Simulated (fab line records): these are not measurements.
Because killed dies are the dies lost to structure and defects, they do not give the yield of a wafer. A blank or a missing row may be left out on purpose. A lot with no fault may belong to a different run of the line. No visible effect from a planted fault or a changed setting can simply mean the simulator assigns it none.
fab line records | flow sky130
record lots=7 wafers=21 lastDay=50
route steps=708 shown PWDE@55 NWELL@56
lots that met no fault: taken from a fault-free run of the same line
startH: start of the lot's first displayed wafer, in hours after the record's first day | waitH: time in hours since the lot's previous step | " the same as in the row above | L1.1+2: a single row standing in for several wafers | - either no value or no given start | * or withheld: withheld | < > ~ a bound
route shown NAME@n: names a module that has steps shown in the file, with the first one's number in the route | usual: mean and standard deviation over wafers with no fault | same: alike in all rows | chamber/n: place in a boat | sites: each site's reading | _std_site: the values' standard deviation | _edge_site: mean of outer sites minus mean of inner sites | radiusMm: for every site, how far away it sits from the centre of the wafer | mask NAME#n: copy n | behind: tool/chamber where the wafer was last shaped | hold: reason for holding the lot/hours on hold/outcome of the hold | device: which transistor (n, p or np) failed to switch | end of line: tests run on the same wafers once the route is complete | a step given without rows: its recipe and nothing more | killed: the dies lost at the first sort to structure and to defects; this is not the yield of the wafer | map: dies across one wafer; x = killed, . = not, _ = none there
set.NAME: setting as actually run; set.NAME@STEP: the setting as run at that earlier step | model.NAME: the simulator's own value behind a step, which no gauge read
lots seen at some steps along the route; tables by step, rows by wafer
services: a tool's chamber out of use, with start hour (startH, from the record's first day; less than 0 if before it), hours out, and reason
## steps
# step SKY_PWDE_TW_MEAS_10
# usual PWDE_TW=376.9/1.9
# columns lot.wafer tool chamber startH waitH PWDE_TW
L225.4 filmMetro-03 - 72.82 0.1 378.0
L225.5 " - " " 379.4
L225.6 " - " " 379.3
L228.3 filmMetro-04 - 88.81 0.1 377.0
L228.4 " - " " 378.1
L228.6 " - " " 378.2
L229.1 filmMetro-03 - 102.19 0.1 377.8
L229.2 " - " " 376.3
L229.3 " - " " 376.6
L230.1 filmMetro-02 - 102.52 0.1 377.7
L230.4 " - " " 377.4
L230.5 " - " " 379.4
L239.1 filmMetro-04 - 154.37 0.1 375.9
L239.2 " - " " 376.7
L239.5 " - " " 377.9
L240.2 filmMetro-03 - 160.00 0.1 379.4
L240.3 " - " " 378.4
L240.4 " - " " 377.7
L242.1 filmMetro-03 - 167.49 0.1 381.6
L242.4 " - " " 381.8
L242.5 " - " " 382.5
# step SKY_NWELL_DEHYDRATE_03
# recipe tempC=200 timeS=60
# step SKY_NWELL_HMDS_04
# recipe primeTimeS=60 primeTempC=120
# step SKY_NWELL_COAT_05
# recipe spinRpm=2000 resistThkNm=3000
# step SKY_NWELL_SOFTBAKE_06
# recipe tempC=110 timeS=withheld
# step SKY_NWELL_EXPOSE_07
# recipe maskId=NWM na=0.6 sourceShape=conventional sigmaOuter=0.6 polarization=unpolarized targetCdNm=840 doseMj=255
# step SKY_NWELL_PEB_08
# recipe tempC=115 timeS=withheld
# step SKY_NWELL_DEVELOP_09
# recipe wallAngleDeg=90 developer=TMAH developTimeS=60 devTempC=23
# step SKY_NWELL_OVL_MEAS_10
# usual NWELL_00_OVL=0.1/1.2
# columns lot.wafer tool chamber startH waitH NWELL_00_OVL[nm]
L225.4 overlay-02 - 90.42 - 2.2
L225.5 " - " " 0.4
L225.6 " - " " 1.0
L228.3 overlay-02 - 106.76 - -1.3
L228.4 " - " " -0.7
L228.6 " - " " 0.8
L229.1 overlay-01 - 120.49 - 0.5
L229.2 " - " " 2.0
L229.3 " - " " 1.0
L230.1 overlay-01 - 121.45 - 0.3
L230.4 " - " " -0.7
L230.5 " - " " -2.3
L239.1 overlay-01 - 176.71 - 1.3
L239.2 " - " " -0.5
L239.5 " - " " 1.1
L240.2 overlay-01 - 181.84 - 0.3
L240.3 " - " " -0.2
L240.4 " - " " 1.8
L242.1 overlay-01 - 188.60 - -0.8
L242.4 " - " " -2.2
L242.5 " - " " -0.2
# step SKY_NWELL_IMPLANT_11
# recipe species=P energyKev=400 doseCm2=1.9e+13 tiltDeg=withheld
# step SKY_NWELL_IMPLANT_12
# recipe species=P energyKev=120 doseCm2=1.3e+12 tiltDeg=withheld
# step SKY_NWELL_IMPLANT_13
# recipe species=P energyKev=50 doseCm2=7e+11 tiltDeg=withheld
# step SKY_NWELL_STRIP_14
# recipe chemistry=O2/N2 powerW=1400 pressureMtorr=1500 platenTempC=withheld o2FlowSccm=3000 n2FlowSccm=300 overashFraction=0.5
# usual chamberPressureMTorr=1499.9/1.3 drypumpMotorCurrentA=5.6/0.65 oesProductAu=0.722/0.0048 stripTimeToEndpointS=36.97/0.088
# columns lot.wafer tool chamber startH waitH chamberPressureMTorr drypumpMotorCurrentA oesProductAu rfHoursCounterH stripTimeToEndpointS model.coat_of_NWELL_COAT_05.thkNm
L225.4 plasmaAsher-02 0 90.92 0.1 1498.1 4.8 0.729 - 37.01 0
L225.5 " 0 " " 1498.1 4.8 0.722 - 37.04 0
L225.6 " 1 " " 1498.8 6.6 0.729 - 36.97 0
L228.3 plasmaAsher-02 0 107.27 0.1 - - - - - 2997
L228.4 " 1 " " - - - - - 2989
L228.6 " 0 " " - - - - - 2989
L229.1 plasmaAsher-04 1 120.97 0.1 - - - - - 2995
L229.2 " 0 " " - - - - - 2996
L229.3 " 1 " " - - - - - 3005
L230.1 plasmaAsher-04 0 121.94 0.1 - - - - - 2994
L230.4 " 0 " " - - - - - 3001
L230.5 " 0 " " - - - - - 2991
L239.1 plasmaAsher-02 1 177.19 0.1 1499.9 6.6 0.722 6 37.09 0
L239.2 " 0 " " 1501.7 4.8 0.726 6 37.04 0
L239.5 " 0 " " 1497.5 4.8 0.721 - 37.04 0
L240.2 plasmaAsher-02 0 182.32 0.1 1500.1 4.8 0.727 7 37.09 0
L240.3 " 1 " " 1501.1 6.6 0.723 - 36.98 0
L240.4 " 0 " " 1500.5 4.8 0.731 - 37.02 0
L242.1 plasmaAsher-02 0 189.09 0.1 1502.0 4.8 0.732 8 36.84 0
L242.4 " 0 " " 1498.7 4.8 0.716 - 36.79 0
L242.5 " 0 " " 1502.3 4.8 0.722 - 36.85 0
# step SKY_NWELL_TW_MEAS_15
# usual NWELL_TW=1832/9
# columns lot.wafer tool chamber startH waitH NWELL_TW
L225.4 filmMetro-03 - 91.02 0.1 1832
L225.5 " - " " 1829
L225.6 " - " " 1833
L228.3 filmMetro-02 - 107.36 0.1 1825
L228.4 " - " " 1834
L228.6 " - " " 1823
L229.1 filmMetro-03 - 121.07 0.1 1839
L229.2 " - " " 1831
L229.3 " - " " 1828
L230.1 filmMetro-02 - 122.04 0.1 1831
L230.4 " - " " 1843
L230.5 " - " " 1828
L239.1 filmMetro-02 - 177.29 0.1 1825
L239.2 " - " " 1834
L239.5 " - " " 1837
L240.2 filmMetro-02 - 182.43 0.1 1825
L240.3 " - " " 1830
L240.4 " - " " 1831
L242.1 filmMetro-04 - 189.19 0.1 1831
L242.4 " - " " 1822
L242.5 " - " " 1823
# step SKY_NWELL_DEHYDRATE_16
# recipe tempC=200 timeS=60
# step SKY_NWELL_HMDS_17
# recipe primeTimeS=60 primeTempC=120
# step SKY_NWELL_COAT_18
# recipe spinRpm=2000 resistThkNm=3000
# step SKY_NWELL_SOFTBAKE_19
# recipe tempC=110 timeS=withheld
# step SKY_NWELL_EXPOSE_20
# recipe maskId=NWM_COMPLEMENT na=0.6 sourceShape=conventional sigmaOuter=0.6 polarization=unpolarized targetCdNm=840 doseMj=260
# step SKY_NWELL_PEB_21
# recipe tempC=115 timeS=withheld
# step SKY_NWELL_DEVELOP_22
# recipe wallAngleDeg=90 developer=TMAH developTimeS=60 devTempC=23
# step SKY_NWELL_OVL_MEAS_23
# usual NWELL_01_OVL=-0.4/1.4
# columns lot.wafer tool chamber startH waitH NWELL_01_OVL[nm]
L225.4 overlay-02 - 108.42 - -1.0
L225.5 " - " " -1.5
L225.6 " - " " -1.1
L228.3 overlay-02 - 126.40 - 0.7
L228.4 " - " " -0.6
L228.6 " - " " -0.7
L229.1 overlay-02 - 141.50 - -1.4
L229.2 " - " " -1.1
L229.3 " - " " -3.1
L230.1 overlay-02 - 142.61 - 0.6
L230.4 " - " " 0.2
L230.5 " - " " 1.5
L239.1 overlay-02 - 199.11 - 2.3
L239.2 " - " " 1.2
L239.5 " - " " 2.8
L240.2 overlay-02 - 203.61 - -1.7
L240.3 " - " " -0.7
L240.4 " - " " -1.9
L242.1 overlay-01 - 211.06 - 0.5
L242.4 " - " " -0.7
L242.5 " - " " -0.4
# step SKY_NWELL_IMPLANT_24
# recipe species=B energyKev=140 doseCm2=9.2e+12 tiltDeg=withheld
# step SKY_NWELL_STRIP_25
# recipe chemistry=O2/N2 powerW=1400 pressureMtorr=1500 platenTempC=withheld o2FlowSccm=3000 n2FlowSccm=300 overashFraction=0.5
# usual chamberPressureMTorr=1500.0/1.4 drypumpMotorCurrentA=5.6/0.63 oesProductAu=0.722/0.0047 stripTimeToEndpointS=36.94/0.096
# columns lot.wafer tool chamber startH waitH chamberPressureMTorr drypumpMotorCurrentA oesProductAu rfHoursCounterH stripTimeToEndpointS
L225.4 plasmaAsher-04 1 108.62 0.1 1497.9 5.4 0.720 - 36.94
L225.5 " 1 " " 1498.1 5.4 0.712 - 36.81
L225.6 " 0 " " 1500.6 5.8 0.724 - 36.80
L228.3 plasmaAsher-04 0 126.61 0.1 1496.2 5.8 0.737 - 81.28
L228.4 " 1 " " 1502.8 5.4 0.731 - 80.95
L228.6 " 0 " " 1498.7 5.8 0.738 - 81.06
L229.1 plasmaAsher-03 0 141.69 0.1 1500.0 5.7 0.744 33 81.09
L229.2 " 1 " " 1499.5 5.1 0.746 33 81.24
L229.3 " 1 " " 1499.5 5.1 0.736 - 81.23
L230.1 plasmaAsher-02 0 142.79 0.1 1500.4 4.8 0.744 3 81.24
L230.4 " 1 " " 1498.5 6.7 0.741 - 81.32
L230.5 " 0 " " 1501.3 4.8 0.738 - 81.22
L239.1 plasmaAsher-02 0 199.29 0.1 1498.8 4.8 0.721 9 36.89
L239.2 " 1 " " 1500.2 6.7 0.721 9 36.89
L239.5 " 0 " " 1499.7 4.8 0.722 - 36.94
L240.2 plasmaAsher-03 0 203.79 0.1 1502.7 5.7 0.714 37 36.99
L240.3 " 0 " " 1501.0 5.7 0.722 - 37.09
L240.4 " 1 " " 1500.7 5.1 0.728 - 36.98
L242.1 plasmaAsher-02 1 211.24 0.1 1501.2 6.6 0.722 10 36.94
L242.4 " 0 " " 1500.6 4.8 0.723 - 36.98
L242.5 " 1 " " 1497.5 6.7 0.720 - 36.85
# step SKY_NWELL_TW_MEAS_26
# usual NWELL_2_TW=499.7/2.2
# columns lot.wafer tool chamber startH waitH NWELL_2_TW
L225.4 filmMetro-03 - 108.72 0.1 499.6
L225.5 " - " " 500.0
L225.6 " - " " 500.2
L228.3 filmMetro-04 - 126.69 0.1 30.1
L228.4 " - " " 30.1
L228.6 " - " " 30.1
L229.1 filmMetro-04 - 141.79 0.1 30.1
L229.2 " - " " 29.9
L229.3 " - " " 30.1
L230.1 filmMetro-03 - 142.89 0.1 30.1
L230.4 " - " " 30.2
L230.5 " - " " 30.1
L239.1 filmMetro-04 - 199.39 0.1 500.4
L239.2 " - " " 500.4
L239.5 " - " " 501.1
L240.2 filmMetro-04 - 203.90 0.1 498.9
L240.3 " - " " 499.6
L240.4 " - " " 501.2
L242.1 filmMetro-04 - 211.34 0.1 501.1
L242.4 " - " " 501.0
L242.5 " - " " 502.5
# step SKY_NWELL_CLEAN_27
# recipe chemistry=SC1/SC2 mix=1:4:20 tempC=70 timeS=150 dry=n2Spin
## services
# columns tool chamber startH hours kind
plasmaAsher-02 - 73.41 2.4 repair
plasmaAsher-02 - 91.23 2.8 pm
plasmaAsher-04 - 105.36 2.8 pm
plasmaAsher-02 - 108.75 9.0 pm
plasmaAsher-02 0 108.75 9.0 ventCycle
plasmaAsher-02 1 108.75 9.0 ventCycle
plasmaAsher-02 0 117.75 - clean
plasmaAsher-02 1 117.75 - clean
plasmaAsher-03 - 118.35 13.9 pm
plasmaAsher-03 - 132.21 2.8 pm
plasmaAsher-03 - 161.86 14.6 pm
## key
firstSign step=SKY_NWELL_STRIP_14 reading=toolRecord direction=missing
effect step=SKY_NWELL_STRIP_25 reading=stripTimeToEndpointS direction=up sigmas=99+ usual=* struck=*
effect step=SKY_NWELL_TW_MEAS_26 reading=NWELL_2_TW direction=down sigmas=99+ usual=499.7 struck=30.1
modelEffect step=SKY_NWELL_STRIP_14 value=coat_of_NWELL_COAT_05.thkNm without=0 struck=2995
metAt SKY_NWELL_STRIP_14
struckWafers L228.3,L228.4,L228.6,L229.1,L229.2,L229.3,L230.1,L230.4,L230.5
sortLeftOut L228.3,L228.4,L228.6,L229.1,L229.2,L229.3,L230.1,L230.4,L230.5
testerLeftOut L228,L229,L230
onsetBetween 90.92 107.27
fault kind=skippedStepWhole tool=plasmaAsher-02,plasmaAsher-04 chamber=- onsetH=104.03 steps=SKY_NWELL_STRIP_14 scope=struckLotsOnly
# testerLeftOut: of these lots the tester's yield and bins aren't shown, on N5 and GAA mostly nor the transistor test; their killed dies are dies lost to structure and defects alone, not to doping, threshold or leakage, so they don't give the yield
# sortLeftOut: the simulated sort isn't trusted on such a fault, so these wafers' sort isn't shown, and their yield isn't known
